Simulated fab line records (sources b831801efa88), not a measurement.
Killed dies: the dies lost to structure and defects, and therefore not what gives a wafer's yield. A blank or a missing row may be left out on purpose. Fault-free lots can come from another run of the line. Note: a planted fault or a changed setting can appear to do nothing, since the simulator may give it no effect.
Comparing a struck lot with a sound one / flow sky130 / 15 steps out of a route of 708
Sound: wafers L239.2, L239.3, L239.4. Struck: wafers L254.3, L254.4, L254.5. The cause is named last.
At each step with rows: each side's tool, then ch and its chambers, then its first start. Under that, the readings that differ: sound wafers / struck wafers / difference of the means / sigmas: that difference in standard deviations of wafers without a fault.
alike: same words and numbers on both sides, and readings whose means sit less than 2 such deviations apart. not compared: any withheld reading, any reading some wafer has no value for, any bound like >300 that may hide the same value, and any number with overlapping values for which the record gives no deviation.
A row with sigmas, a row that says differs or no value, or rows on one side alone: a step with any of these is where the two part. Non-overlapping numbers with no deviation appear without sigmas and do not part them. A reading that every wafer of one side lacks parts them only if that side has two wafers or more.

first, 7 steps without rows for these wafers: SKY_LDD_N_IMPLANT_09; SKY_LDD_N_IMPLANT_10; SKY_LDD_N_IMPLANT_11; SKY_LDD_N_IMPLANT_12; SKY_LDD_N_IMPLANT_13; SKY_LDD_N_IMPLANT_14; SKY_LDD_N_IMPLANT_15.
SKY_LDD_N_STRIP_16: strips in O2/N2.
  sound on plasma asher-02 ch 0,1, day 18 14:10; struck on plasma asher-02 ch 0,1, day 24 01:20
  alike: drypump motor current A, oes product au, strip time to endpoint s
  not compared: rf hours counter h
SKY_LDD_N_TW_MEAS_17:
  sound on film metro-01, day 18 14:17; struck on film metro-01, day 24 01:25
  alike: LDD_N_TW
then, 3 steps without rows for these wafers: SKY_LDD_P_DEHYDRATE_00 (time 60 s); SKY_LDD_P_HMDS_01 (prime time 60 s); SKY_LDD_P_COAT_02 (resist thk 1140 nm).
SKY_LDD_P_SOFTBAKE_03: time 60 s.
  sound on litho track-03 ch 0, day 19 05:25; struck on litho track-03 ch 0, day 24 16:17
reading=heater power total W (W); sound=56.59 56.55 56.64; struck=58.09 58.16 58.17; difference=+1.55; sigmas=+39
reading=plate temp C (C); sound=90.13 90.01 90.16; struck=91.74 91.72 92.01; difference=+1.72; sigmas=+14
  alike: chill plate temp C
then, 1 step without rows for these wafers: SKY_LDD_P_EXPOSE_04 (exposes mask PSDM, target cd 380 nm).
-- record jumps: 25 days separate the struck wafers' starts on either side; left off in module LDD_P, taken up again in module PAD_OPEN, whose first shown step is the route's number 708 --
SKY_PAD_OPEN_PROBE_99:
  sound on prober-02, day 46 08:50; struck on prober-01, day 49 22:41
  alike: killed_at_M0_to_M3, killed_at_M4_up, killed at contacts, killed at front end, killed at other, killed dies, killed open, killed short

## WHERE THEY PART
Only at SKY_LDD_P_SOFTBAKE_03, as far as this record shows. Later steps at which nothing parts them and some readings are alike: SKY_PAD_OPEN_PROBE_99.

WHY: what had been put in by the simulator
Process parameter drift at SKY_LDD_P_SOFTBAKE_03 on litho track-03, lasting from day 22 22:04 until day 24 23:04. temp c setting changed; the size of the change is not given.
